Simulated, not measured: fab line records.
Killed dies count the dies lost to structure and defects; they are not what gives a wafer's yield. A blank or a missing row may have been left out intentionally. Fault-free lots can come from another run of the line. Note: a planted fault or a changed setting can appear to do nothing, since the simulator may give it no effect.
Which tool did it? | flow gf180mcu | 11 lots (33 wafers sampled), 1 step of a 602-step route

== WHAT THE GAUGES READ, wafer by wafer ==
GF_STI_THK_MEAS_22. Usual: STI_OXIDATION_01_THK typically reads 15.1 nm, with standard deviation 0.37.
lot  | measured    | on           | STI_OXIDATION_01_THK (nm) | flag
L868 | day 2 08:52 | filmMetro-02 | 15.6 15.4 15.7            | 
L869 | day 2 11:43 | filmMetro-03 | 15.5 15.4 15.5            | 
L870 | day 2 17:26 | filmMetro-02 | 15.5 15.6 15.4            | 
L872 | day 3 01:13 | filmMetro-01 | 15.4 15.4 15.0            | 
L871 | day 3 01:14 | filmMetro-03 | 15.3 15.2 15.0            | 
L881 | day 4 22:37 | filmMetro-02 | 15.5 15.3 15.3            | 
L882 | day 5 03:44 | filmMetro-02 | 15.3 15.2 15.4            | 
L886 | day 6 00:16 | filmMetro-02 | 14.5 14.5 14.7            | 
L887 | day 6 07:05 | filmMetro-01 | 14.8 15.1 14.9            | 
L889 | day 6 15:05 | filmMetro-03 | 15.2 15.1 15.0            | 
L890 | day 6 20:47 | filmMetro-02 | 14.7 14.9 14.8            | 

== EACH LOT AND THE TOOL THAT RAN IT (in order: tool; ch and the chambers of the sampled wafers; start) ==
No process step before these readings appears in the record.

== AS READ BY THE TOOLS THEMSELVES (means over the sampled wafers that have a number; for cases with no such wafer, the mark the record gives instead) ==
The record holds no such reading with a usual standard deviation.

== THE ANSWER, worked out from the rows above alone ==
Rule: lot off if the mean of its wafers having a number is beyond 3 standard deviations from the usual mean. A lot without any number at a reading at which 4 lots or more have one is off too. The other lots that the step has rows for count as sound. The gauges are gone through in route order, then the tools' own readings, and for those a lot's mean is taken as printed above. The first step at which some lot is off is used, and at that step the reading that is off furthest; a lot without a number counts as furthest.
Across all readings shown, no lot is off: no conclusion can be drawn from this.

== WHAT HAD BEEN PUT IN BY THE SIMULATOR ==
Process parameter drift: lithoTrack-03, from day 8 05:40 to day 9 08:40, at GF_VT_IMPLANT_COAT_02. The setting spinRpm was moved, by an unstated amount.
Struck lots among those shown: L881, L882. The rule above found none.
